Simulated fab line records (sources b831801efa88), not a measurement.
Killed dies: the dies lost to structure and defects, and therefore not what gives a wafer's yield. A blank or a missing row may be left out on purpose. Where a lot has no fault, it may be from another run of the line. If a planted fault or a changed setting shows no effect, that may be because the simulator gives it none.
fab line records	flow sfq_line
[record] lots = 6	wafers = 18	last_day = 91
route steps=325 shown M0@32 I0@43 M1@58 I1@73 M8@325
lots that met no fault: from a run of the same line without faults
start_h: start of the lot's first displayed wafer, in hours after the record's first day	wait_h: how many hours have passed since the lot's step before this one	" unchanged from the row above	L1.1+2: a row that stands for several wafers	- no value, or no start given	* or withheld: withheld	< > ~ a bound
route shown NAME@n: a module of which the file shows steps, and the number in the route of the first	usual: mean/standard deviation taken from wafers without a fault	same: alike in all rows	chamber/n: place in a boat	sites: the reading at each site	_std_site: standard deviation of those values	_edge_site: outer sites' mean less inner sites'	radius_mm: how far each site lies from the wafer's centre	mask NAME#n: copy n	behind: the tool/chamber that last shaped the wafer	hold: why the lot went on hold/how many hours it stayed there/how the hold came to an end	device: whichever transistor did not switch (one of n, p or np)	end of line: the same wafers' tests at the end of the route	for a step that has no rows: nothing shown but its recipe	killed: not the wafer's yield, but the dies lost to structure and defects at the first sort	map: a wafer's dies, x killed, . not, _ none there
set.NAME: the setting the step ran with; set.NAME@STEP: the setting that earlier step ran with	model.NAME: the simulator's own value behind a step, which no gauge read
lots at some steps of the route; a table a step, a row a wafer
services: the hour from which a tool's chamber was out of use, counted from the record's first day as start_h (under 0 if before that day), plus the number of hours and why
[[steps]]
[step SFQ_TRILAYER_M0_LITHO_COAT_026]
[recipe] resist = BARC	spin_rpm = 3000	resist_thk_nm = 62
[step SFQ_TRILAYER_M0_LITHO_COAT_021]
[recipe] resist = KrF	spin_rpm = 3000	resist_thk_nm = 600
[step SFQ_TRILAYER_M0_LITHO_SOFTBAKE_025]
[recipe] temp_c = withheld	time_s = withheld	resist = KrF
[step SFQ_TRILAYER_M0_LITHO_EXPOSE_022]
[recipe] mask_id = M0	na = 0.6	source_shape = conventional	sigma_outer = 0.65	target_cd_nm = 500	dose_mj = 14.4
[step SFQ_TRILAYER_M0_LITHO_PEB_024]
[recipe] peb_temp_c = 115	peb_time_s = 62.16	resist = KrF
[step SFQ_TRILAYER_M0_LITHO_DEVELOP_023]
[recipe] time_s = 60	resist = KrF
[step SFQ_M0_OVL_MEAS_906]
[usual] M0_OVL = -5/5.4
lot.wafer	tool	chamber	start_h	wait_h	M0_OVL[nm]
L458.3	overlay-01	-	181.24	0.1	-1
L458.4	"	-	"	"	-6
L458.5	"	-	"	"	-4
L459.2	overlay-01	-	188.44	0.1	-2
L459.5	"	-	"	"	-6
L459.6	"	-	"	"	-4
L468.1	overlay-02	-	274.78	0.1	-4
L468.4	"	-	"	"	-5
L468.6	"	-	"	"	-10
L469.1	overlay-02	-	298.00	0.1	-6
L469.2	"	-	"	"	-8
L469.6	"	-	"	"	-8
L476.1	overlay-02	-	319.95	0.1	2
L476.4	"	-	"	"	-1
L476.6	"	-	"	"	-1
L477.2	overlay-01	-	449.33	0.1	1
L477.3	"	-	"	"	1
L477.4	"	-	"	"	-4
[step SFQ_TRILAYER_M0_BARC_OPEN_METAL_ETCH_031]
[recipe] mask_material = PR	chemistry = O2	target_depth_nm = 125	target = BARC	icp_w = 600	bias_w = 80	pressure_mtorr = 10	time_s = 41.7
[step SFQ_TRILAYER_M0_ETCH_METAL_ETCH_024]
[recipe] target = Nb	stop_on = SiO2	mask_material = PR	chemistry = Cl2/Ar	target_depth_nm = 240	icp_w = 600	bias_w = 80	pressure_mtorr = 10	time_s = 120
[usual] drypump_motor_current_A = 5.4/0.46	oes_product_au = 0.895/0.0077
lot.wafer	tool	chamber	start_h	wait_h	drypump_motor_current_A	oes_product_au	rf_hours_counter_h
L458.3	rie_metal-04	0	181.37	0.1	5.4	0.891	-
L458.4	"	1	"	"	5.0	0.907	-
L458.5	"	1	"	"	4.9	0.896	-
L459.2	rie_metal-01	0	188.53	0.0	6.0	0.884	17
L459.5	"	1	"	"	5.8	0.892	-
L459.6	"	0	"	"	6.0	0.887	-
L468.1	rie_metal-04	1	274.90	0.1	5.0	0.887	43
L468.4	"	1	"	"	4.9	0.900	-
L468.6	"	0	"	"	5.4	0.896	-
L469.1	rie_metal-01	0	298.10	0.0	6.0	0.905	30
L469.2	"	1	"	"	5.8	0.905	173
L469.6	"	1	"	"	5.8	0.908	-
L476.1	rie_metal-02	0	320.05	0.0	5.7	0.899	1
L476.4	"	1	"	"	4.8	0.892	-
L476.6	"	1	"	"	4.8	0.893	-
L477.2	rie_metal-01	1	449.42	0.0	5.8	0.899	11
L477.3	"	0	"	"	6.0	0.907	-
L477.4	"	1	"	"	5.8	0.894	-
[step SFQ_TRILAYER_M0_STRIP_STRIP_025]
[recipe] gas = O2	power_w = 200	platen_temp_c = 40	overash_fraction = 0.65	chemistry = O2	pressure_mtorr = 50
[usual] drypump_motor_current_A = 5.4/0.45	oes_product_au = 0.996/0.0075
lot.wafer	tool	chamber	start_h	wait_h	drypump_motor_current_A	oes_product_au	rf_hours_counter_h
L458.3	rie_metal-04	0	181.65	0.2	5.4	0.996	-
L458.4	"	1	"	"	4.9	0.994	-
L458.5	"	1	"	"	4.9	0.989	-
L459.2	rie_metal-01	0	188.65	0.1	6.0	1.004	17
L459.5	"	1	"	"	5.8	1.003	-
L459.6	"	0	"	"	6.0	1.000	-
L468.1	rie_metal-04	1	275.06	0.1	4.9	0.993	43
L468.4	"	1	"	"	4.9	0.999	-
L468.6	"	0	"	"	5.4	0.986	-
L469.1	rie_metal-01	0	298.22	0.1	6.0	0.999	30
L469.2	"	1	"	"	5.7	0.990	173
L469.6	"	1	"	"	5.8	0.994	-
L476.1	rie_metal-02	0	320.17	0.1	5.7	0.984	2
L476.4	"	1	"	"	4.8	0.996	-
L476.6	"	1	"	"	4.8	1.003	-
L477.2	rie_metal-01	1	449.54	0.1	5.8	0.998	11
L477.3	"	0	"	"	6.0	1.003	-
L477.4	"	1	"	"	5.8	0.996	-
[step SFQ_TRILAYER_M0_STRIP_SOLV_CLEAN_026]
[recipe] chemistry = NMP	temp_c = 70	time_s = 600
[step SFQ_TRILAYER_I0_DEP_PECVD_027]
[recipe] material = SiO2	temp_c = 150	time_s = 111.11	pressure_torr = 2.4	rf_w = 183.3	precursor = SiH4/N2O	target_thk_nm = 500
[step SFQ_TRILAYER_I0_CMP_CMP_028]
[recipe] material = SiO2	down_force_psi = 3	platen_rpm = 58.76	pad_velocity_m_s = 0.94248
[usual] motor_current_A = 10.1/1.1	time_to_endpoint_s = 216/7.6
lot.wafer	tool	chamber	start_h	wait_h	motor_current_A	time_to_endpoint_s	model.SiO2_of_TRILAYER_I0_DEP_PECVD_027.thk_nm
L458.4	cmp-02	1	183.33	1.0	9.0	223	199.6
L458.3	"	2	"	"	8.7	215	199.5
L458.5	"	3	"	"	10.8	212	196.7
L459.2	cmp-02	1	190.52	1.0	9.7	228	200.2
L459.5	"	3	191.52	2.0	11.0	211	200
L459.6	"	0	"	"	9.3	223	200.9
L468.4	cmp-02	1	276.29	0.0	10.0	282	307.9
L468.1	"	2	"	"	8.5	218	197.5
L468.6	"	2	278.79	2.5	8.4	217	197.9
L469.2	cmp-02	3	299.59	0.5	11.3	208	199.1
L469.1	"	1	300.59	1.5	9.0	277	307.6
L469.6	"	2	"	"	8.4	215	198.9
L476.1	cmp-01	3	329.20	8.2	11.0	233	201.3
L476.4	"	0	"	"	11.0	220	199
L476.6	"	0	331.70	10.7	11.4	227	199
L477.3	cmp-02	0	450.41	0.0	9.6	225	200.7
L477.2	"	1	"	"	9.8	207	199
L477.4	"	3	451.91	1.5	11.4	221	199.1
[step SFQ_I0_BOW_MEAS_907]
[recipe] mode = bow
[usual] I0_BOW = 0/7.2
lot.wafer	tool	chamber	start_h	wait_h	I0_BOW[um]
L458.3	film_metro-03	-	185.37	1.0	-4
L458.4	"	-	"	"	5
L458.5	"	-	"	"	4
L459.2	film_metro-04	-	192.54	1.5	-8
L459.5	"	-	"	"	8
L459.6	"	-	"	"	-4
L468.1	film_metro-04	-	279.29	2.0	-10
L468.4	"	-	"	"	5
L468.6	"	-	"	"	-5
L469.1	film_metro-02	-	302.09	1.0	-3
L469.2	"	-	"	"	-9
L469.6	"	-	"	"	2
L476.1	film_metro-03	-	332.20	2.5	-8
L476.4	"	-	"	"	-3
L476.6	"	-	"	"	-13
L477.2	film_metro-02	-	453.43	2.0	0
L477.3	"	-	"	"	-17
L477.4	"	-	"	"	-2
[step SFQ_TRILAYER_I0_METRO_MEASURE_029]
[usual] thk_nm = 199.6/1.2
lot.wafer	tool	chamber	start_h	wait_h	thk_nm
L458.3	film_metro-03	-	185.85	0.5	199.6
L458.4	"	-	"	"	199.6
L458.5	"	-	"	"	196.8
L459.2	film_metro-04	-	192.84	0.3	200.2
L459.5	"	-	"	"	199.9
L459.6	"	-	"	"	201.1
L468.1	film_metro-04	-	279.41	0.1	197.4
L468.4	"	-	"	"	307.8
L468.6	"	-	"	"	197.9
L469.1	film_metro-02	-	302.21	0.1	307.7
L469.2	"	-	"	"	199.0
L469.6	"	-	"	"	198.9
L476.1	film_metro-03	-	332.32	0.1	201.3
L476.4	"	-	"	"	199.1
L476.6	"	-	"	"	198.9
L477.2	film_metro-02	-	453.73	0.3	199.0
L477.3	"	-	"	"	200.6
L477.4	"	-	"	"	199.2
[step SFQ_TRILAYER_I0_VIA_LITHO_COAT_036]
[recipe] resist = BARC	spin_rpm = 3000	resist_thk_nm = 62
[step SFQ_TRILAYER_I0_VIA_LITHO_COAT_031]
[recipe] resist = KrF	spin_rpm = 3000	resist_thk_nm = 650
[step SFQ_TRILAYER_I0_VIA_LITHO_SOFTBAKE_035]
[recipe] temp_c = withheld	time_s = withheld	resist = KrF
[step SFQ_TRILAYER_I0_VIA_LITHO_EXPOSE_032]
[recipe] mask_id = I0	na = 0.6	source_shape = conventional	sigma_outer = 0.65	target_cd_nm = 500	dose_mj = 21.3
[step SFQ_TRILAYER_I0_VIA_LITHO_PEB_034]
[recipe] peb_temp_c = 115	peb_time_s = 60	resist = KrF
[step SFQ_TRILAYER_I0_VIA_LITHO_DEVELOP_033]
[recipe] time_s = 60	resist = KrF
[step SFQ_I0_OVL_MEAS_908]
[usual] I0_OVL = 1/4.6
lot.wafer	tool	chamber	start_h	wait_h	I0_OVL[nm]
L458.3	overlay-02	-	291.59	0.1	8
L458.4	"	-	"	"	-2
L458.5	"	-	"	"	3
L459.2	overlay-02	-	304.50	0.1	4
L459.5	"	-	"	"	5
L459.6	"	-	"	"	1
L468.1	overlay-02	-	393.87	0.1	1
L468.4	"	-	"	"	-2
L468.6	"	-	"	"	7
L469.1	overlay-02	-	395.07	0.1	-7
L469.2	"	-	"	"	-14
L469.6	"	-	"	"	-2
L476.1	overlay-02	-	403.47	0.1	-5
L476.4	"	-	"	"	-6
L476.6	"	-	"	"	-3
L477.2	overlay-02	-	458.13	0.1	1
L477.3	"	-	"	"	-7
L477.4	"	-	"	"	4
[step SFQ_TRILAYER_I0_VIA_BARC_OPEN_VIA_ETCH_046]
[recipe] mask_material = PR	chemistry = O2	target_depth_nm = 125	target = BARC	source_w = 500	bias_w = 80	pressure_mtorr = 30	time_s = 41.7
[step SFQ_TRILAYER_I0_VIA_ETCH_VIA_ETCH_034]
[recipe] target = SiO2	stop_on = Nb	mask_material = PR	taper_deg = 20	chemistry = CHF3	target_depth_nm = 260	source_w = 500	bias_w = 80	pressure_mtorr = 30	time_s = withheld
[usual] drypump_motor_current_A = 5.9/0.4	oes_product_au = 0.853/0.0058
lot.wafer	tool	chamber	start_h	wait_h	drypump_motor_current_A	oes_product_au	model.etch.depth_nm	model.I0.feature_depth_nm
L458.3	rie_diel-01	0	291.66	0.0	6.3	0.855	199.5	199.5
L458.4	"	3	"	"	6.1	0.856	199.6	199.6
L458.5	"	2	"	"	5.9	0.842	196.7	196.7
L459.2	rie_diel-01	0	304.57	0.0	6.4	0.855	200.2	200.2
L459.5	"	2	"	"	5.9	0.854	200	200
L459.6	"	1	"	"	6.1	0.852	200.9	200.9
L468.1	rie_diel-03	0	393.95	0.0	6.4	0.850	197.5	197.5
L468.4	"	2	"	"	5.4	0.979	251.9	251.9
L468.6	"	1	"	"	6.0	0.852	197.9	197.9
L469.1	rie_diel-02	0	395.15	0.0	5.1	0.998	259.7	259.7
L469.2	"	3	"	"	6.1	0.854	199.1	199.1
L469.6	"	3	"	"	6.0	0.851	198.9	198.9
L476.1	rie_diel-01	0	403.55	0.0	6.3	0.849	201.3	201.3
L476.4	"	1	"	"	6.0	0.858	199	199
L476.6	"	3	"	"	6.1	0.851	199	199
L477.2	rie_diel-03	0	458.20	0.0	6.4	0.850	199	199
L477.3	"	1	"	"	6.0	0.847	200.7	200.7
L477.4	"	2	"	"	5.4	0.859	199.1	199.1
[step SFQ_TRILAYER_I0_VIA_STRIP_STRIP_035]
[recipe] gas = O2	power_w = 200	platen_temp_c = 40	overash_fraction = 0.65	chemistry = O2	pressure_mtorr = 50
[usual] drypump_motor_current_A = 5.7/0.45	oes_product_au = 0.997/0.008
lot.wafer	tool	chamber	start_h	wait_h	drypump_motor_current_A	oes_product_au	rf_hours_counter_h
L458.3	rie_metal-01	0	291.97	-	6.0	0.998	-
L458.4	"	1	"	"	5.8	0.989	-
L458.5	"	0	"	"	6.0	1.002	-
L459.2	rie_metal-01	1	304.68	-	5.8	1.000	174
L459.5	"	1	"	"	5.8	0.994	-
L459.6	"	0	"	"	6.0	0.987	-
L468.1	rie_metal-01	1	394.06	-	5.8	0.996	2
L468.4	"	0	"	"	6.0	0.990	-
L468.6	"	1	"	"	5.8	0.999	-
L469.1	rie_metal-03	1	395.26	-	6.2	1.004	52
L469.2	"	0	"	"	5.0	0.998	129
L469.6	"	1	"	"	6.3	1.018	-
L476.1	rie_metal-01	0	403.66	-	6.0	0.990	48
L476.4	"	0	"	"	6.0	0.984	-
L476.6	"	0	"	"	6.0	0.993	-
L477.2	rie_metal-03	1	458.31	-	6.2	0.995	62
L477.3	"	1	"	"	6.2	1.004	-
L477.4	"	0	"	"	5.0	1.001	-
[step SFQ_TRILAYER_I0_VIA_STRIP_SOLV_CLEAN_036]
[recipe] chemistry = NMP	temp_c = 70	time_s = 600
[step SFQ_TRILAYER_M1_DEP_PRE_CLEAN_038]
[recipe] gas = Ar	time_s = 22.5	bias_v = 250
[step SFQ_TRILAYER_M1_DEP_SPUTTER_037]
[recipe] material = Nb	base_pressure_pa = 1.33e-06	chamber_pressure_pa = 0.1333	substrate_temp_c = 20	resputter_cathode_voltage_v = 400	target_thk_nm = 200	power_w = 2000	time_s = 133.3
[usual] throttle_valve_pct = 30.1/1.2
lot.wafer	tool	chamber	start_h	wait_h	throttle_valve_pct
L458.3	pvd_sputter-06	-	292.57	0.0	30.9
L458.4	"	-	"	"	28.7
L458.5	"	-	"	"	30.8
L459.2	pvd_sputter-03	-	305.50	0.0	28.5
L459.5	"	-	"	"	28.6
L459.6	"	-	"	"	29.9
L468.1	pvd_sputter-03	-	394.86	0.0	30.6
L468.4	"	-	"	"	28.0
L468.6	"	-	"	"	30.8
L469.1	pvd_sputter-06	-	396.27	0.0	30.9
L469.2	"	-	"	"	28.5
L469.6	"	-	"	"	30.9
L476.1	pvd_sputter-05	-	404.46	0.0	29.5
L476.4	"	-	"	"	30.9
L476.6	"	-	"	"	30.2
L477.2	pvd_sputter-03	-	459.11	0.0	28.1
L477.3	"	-	"	"	28.8
L477.4	"	-	"	"	29.8
[step SFQ_M1_RS_MEAS_909]
[recipe] thk_meas_gauge = four-point-probe	reads = Nb_of_TRILAYER_M1_DEP_SPUTTER_037
[usual] M1_NB_RS = 0.888/0.012
lot.wafer	tool	chamber	start_h	wait_h	M1_NB_RS[ohm/sq]
L458.3	film_metro-01	-	292.70	0.1	0.878
L458.4	"	-	"	"	0.881
L458.5	"	-	"	"	0.877
L459.2	film_metro-02	-	305.61	0.1	0.867
L459.5	"	-	"	"	0.875
L459.6	"	-	"	"	0.882
L468.1	film_metro-02	-	394.96	0.0	0.909
L468.4	"	-	"	"	0.902
L468.6	"	-	"	"	0.909
L469.1	film_metro-04	-	396.36	0.0	0.875
L469.2	"	-	"	"	0.879
L469.6	"	-	"	"	0.871
L476.1	film_metro-04	-	404.56	0.0	0.882
L476.4	"	-	"	"	0.879
L476.6	"	-	"	"	0.880
L477.2	film_metro-01	-	459.23	0.1	0.897
L477.3	"	-	"	"	0.899
L477.4	"	-	"	"	0.903
[step SFQ_TRILAYER_M1_LITHO_COAT_044]
[recipe] resist = BARC	spin_rpm = 3000	resist_thk_nm = 62
[step SFQ_TRILAYER_M1_LITHO_COAT_039]
[recipe] resist = KrF	spin_rpm = 3000	resist_thk_nm = 600
[step SFQ_TRILAYER_M1_LITHO_SOFTBAKE_043]
[recipe] temp_c = withheld	time_s = withheld	resist = KrF
[step SFQ_TRILAYER_M1_LITHO_EXPOSE_040]
[recipe] mask_id = M1	na = 0.6	source_shape = conventional	sigma_outer = 0.65	target_cd_nm = 500	dose_mj = 14.4
[step SFQ_TRILAYER_M1_LITHO_PEB_042]
[recipe] peb_temp_c = 115	peb_time_s = 60	resist = KrF
[step SFQ_TRILAYER_M1_LITHO_DEVELOP_041]
[recipe] time_s = 60	resist = KrF
[step SFQ_M1_OVL_MEAS_911]
[usual] M1_OVL = 0/4.5
lot.wafer	tool	chamber	start_h	wait_h	M1_OVL[nm]
L458.3	overlay-01	-	410.82	0.1	-4
L458.4	"	-	"	"	-3
L458.5	"	-	"	"	-1
L459.2	overlay-01	-	421.73	0.1	-4
L459.5	"	-	"	"	-10
L459.6	"	-	"	"	2
L468.1	overlay-01	-	542.70	0.1	-2
L468.4	"	-	"	"	-2
L468.6	"	-	"	"	1
L469.1	overlay-01	-	545.10	0.1	5
L469.2	"	-	"	"	-2
L469.6	"	-	"	"	5
L476.1	overlay-02	-	564.30	0.1	-2
L476.4	"	-	"	"	7
L476.6	"	-	"	"	3
L477.2	overlay-02	-	621.90	0.1	2
L477.3	"	-	"	"	3
L477.4	"	-	"	"	0
[step SFQ_TRILAYER_M1_BARC_OPEN_METAL_ETCH_054]
[recipe] mask_material = PR	chemistry = O2	target_depth_nm = 125	target = BARC	icp_w = 600	bias_w = 80	pressure_mtorr = 10	time_s = 41.7
[usual] drypump_motor_current_A = 5.4/0.51	oes_product_au = 0.685/0.0046
lot.wafer	tool	chamber	start_h	wait_h	drypump_motor_current_A	oes_product_au	rf_hours_counter_h
L458.3	rie_metal-02	1	410.87	0.0	4.9	0.673	-
L458.4	"	0	"	"	5.7	0.679	-
L458.5	"	1	"	"	4.8	0.692	-
L459.2	rie_metal-03	0	421.76	0.0	5.0	0.688	132
L459.5	"	1	"	"	6.2	0.685	-
L459.6	"	0	"	"	4.9	0.684	-
L468.1	rie_metal-03	0	542.73	0.0	4.9	0.689	147
L468.4	"	0	"	"	4.9	0.689	-
L468.6	"	1	"	"	6.2	0.685	-
L469.1	rie_metal-02	0	545.13	0.0	5.7	0.682	33
L469.2	"	1	"	"	4.8	0.692	128
L469.6	"	0	"	"	5.7	0.686	-
L476.1	rie_metal-03	1	564.33	0.0	6.2	0.683	75
L476.4	"	0	"	"	5.0	0.688	-
L476.6	"	0	"	"	5.0	0.694	-
L477.2	rie_metal-02	1	621.93	0.0	4.8	0.688	137
L477.3	"	0	"	"	5.7	0.681	-
L477.4	"	1	"	"	4.8	0.686	-
[step SFQ_TRILAYER_M1_ETCH_METAL_ETCH_042]
[recipe] target = Nb	stop_on = SiO2	mask_material = PR	chemistry = Cl2/Ar	target_depth_nm = 240	icp_w = 622.8	bias_w = 80	pressure_mtorr = 10	time_s = 120
[usual] drypump_motor_current_A = 5.4/0.51	oes_product_au = 0.896/0.0085
lot.wafer	tool	chamber	start_h	wait_h	drypump_motor_current_A	oes_product_au	rf_hours_counter_h	model.SiO2_of_TRILAYER_I0_DEP_PECVD_027.thk_nm
L458.3	rie_metal-02	1	410.95	0.1	4.8	0.896	-	191.2
L458.4	"	0	"	"	5.7	0.902	-	191.3
L458.5	"	1	"	"	4.8	0.906	-	188.5
L459.2	rie_metal-03	0	421.82	0.0	5.0	0.916	133	191.9
L459.5	"	1	"	"	6.2	0.905	-	191.7
L459.6	"	0	"	"	5.0	0.901	-	192.6
L468.1	rie_metal-03	0	542.79	0.0	4.9	0.882	147	189.3
L468.4	"	0	"	"	4.9	0.890	-	299.6
L468.6	"	1	"	"	6.2	0.885	-	189.6
L469.1	rie_metal-02	0	545.19	0.0	5.7	0.903	33	299.3
L469.2	"	1	"	"	4.8	0.904	128	190.8
L469.6	"	0	"	"	5.7	0.905	-	190.7
L476.1	rie_metal-03	1	564.39	0.0	6.2	0.899	75	193
L476.4	"	0	"	"	4.9	0.901	-	190.7
L476.6	"	0	"	"	4.9	0.897	-	190.8
L477.2	rie_metal-02	1	621.99	0.0	4.8	0.894	137	190.7
L477.3	"	0	"	"	5.7	0.884	-	192.4
L477.4	"	1	"	"	4.8	0.890	-	190.8
[step SFQ_TRILAYER_M1_STRIP_STRIP_043]
[recipe] gas = O2	power_w = 200	platen_temp_c = 40	overash_fraction = 0.65	chemistry = O2	pressure_mtorr = 50
[step SFQ_TRILAYER_M1_STRIP_SOLV_CLEAN_044]
[recipe] chemistry = NMP	temp_c = 70	time_s = 600
[step SFQ_TRILAYER_I1_DEP_PECVD_045]
[recipe] material = SiO2	temp_c = 150	time_s = 111.11	pressure_torr = 2.4	rf_w = 183.3	precursor = SiH4/N2O	target_thk_nm = 500
[step SFQ_M8_BOW_MEAS_951]
[recipe] mode = bow
[usual] M8_BOW = 8/12
lot.wafer	tool	chamber	start_h	wait_h	M8_BOW[um]	model.etest.i0.link_ohm
L458.3	film_metro-04	-	1930.62	0.0	5	1.945
L458.4	"	-	"	"	15	1.937
L458.5	"	-	"	"	12	1.943
L459.2	film_metro-02	-	1935.40	0.0	-1	1.942
L459.5	"	-	"	"	17	1.95
L459.6	"	-	"	"	5	1.964
L468.1	film_metro-04	-	2080.15	0.0	4	1.985
L468.4	"	-	"	"	20	1e+06
L468.6	"	-	"	"	10	1.978
L469.1	film_metro-03	-	2156.00	0.0	10	1e+06
L469.2	"	-	"	"	2	1.933
L469.6	"	-	"	"	11	1.914
L476.1	film_metro-03	-	2182.70	0.0	-11	1.949
L476.4	"	-	"	"	-7	1.964
L476.6	"	-	"	"	-17	1.949
L477.2	film_metro-02	-	2191.07	0.0	7	1.965
L477.3	"	-	"	"	-9	1.95
L477.4	"	-	"	"	4	1.975
[[services]]
tool	chamber	start_h	hours	kind
rie_diel-01	2	158.05	3.6	repair
rie_metal-01	0	165.74	2.9	repair
rie_metal-02	-	167.36	0.7	repair
pvd_sputter-03	-	179.83	1.0	repair
rie_metal-03	1	221.69	64.5	repair
rie_diel-01	0	242.32	16.0	repair
rie_diel-01	2	256.39	2.4	repair
rie_diel-01	-	270.41	1.1	repair
pvd_sputter-03	-	275.94	11.6	repair
rie_metal-01	-	276.58	1.4	pm
rie_diel-01	1	277.50	1.5	repair
cmp-02	-	290.35	2.1	pm
rie_metal-04	0	305.99	1.0	repair
rie_diel-01	2	315.18	5.7	repair
cmp-02	-	316.37	1.8	repair
rie_metal-04	-	358.59	2.8	pm
rie_metal-02	0	384.84	5.2	repair
pvd_sputter-03	-	394.97	10.9	repair
rie_diel-01	-	402.80	0.4	repair
rie_metal-01	-	404.26	2.8	pm
cmp-02	-	408.83	4.0	pm
rie_metal-04	-	468.62	0.7	repair
rie_metal-03	0	510.16	6.1	repair
cmp-02	-	522.13	8.2	repair
[[key]]
[first_sign] step = SFQ_TRILAYER_I0_CMP_CMP_028	reading = time_to_endpoint_s	direction = up	sigmas = 8.3	usual = *	struck = *
[effect] step = SFQ_TRILAYER_I0_METRO_MEASURE_029	reading = thk_nm	direction = up	sigmas = 91	usual = 199.6	struck = 307.8
[effect] step = SFQ_TRILAYER_I0_VIA_ETCH_VIA_ETCH_034	reading = oes_product_au	direction = up	sigmas = 23	usual = 0.853	struck = 0.988
[model_effect] step = SFQ_TRILAYER_I0_CMP_CMP_028	value = SiO2_of_TRILAYER_I0_DEP_PECVD_027.thk_nm	without = 199.4	struck = 307.7
[model_effect] step = SFQ_TRILAYER_I0_VIA_ETCH_VIA_ETCH_034	value = etch.depth_nm	without = 199.4	struck = 255.8
[model_effect] step = SFQ_TRILAYER_M1_ETCH_METAL_ETCH_042	value = SiO2_of_TRILAYER_I0_DEP_PECVD_027.thk_nm	without = 191.2	struck = 299.5
[model_effect] step = SFQ_M8_BOW_MEAS_951	value = etest.i0.link_ohm	without = 1.951	struck = 1e+06
met_at SFQ_TRILAYER_I0_CMP_CMP_028
struck_wafers L468.4,L469.1
onset_between 190.52 276.29
[fault] kind = process_parameter_drift	tool = cmp-02	chamber = 1	onset_h = 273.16	steps = SFQ_TRILAYER_I0_CMP_CMP_028	channel = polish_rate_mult	offset = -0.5	shape = step	end_h = 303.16
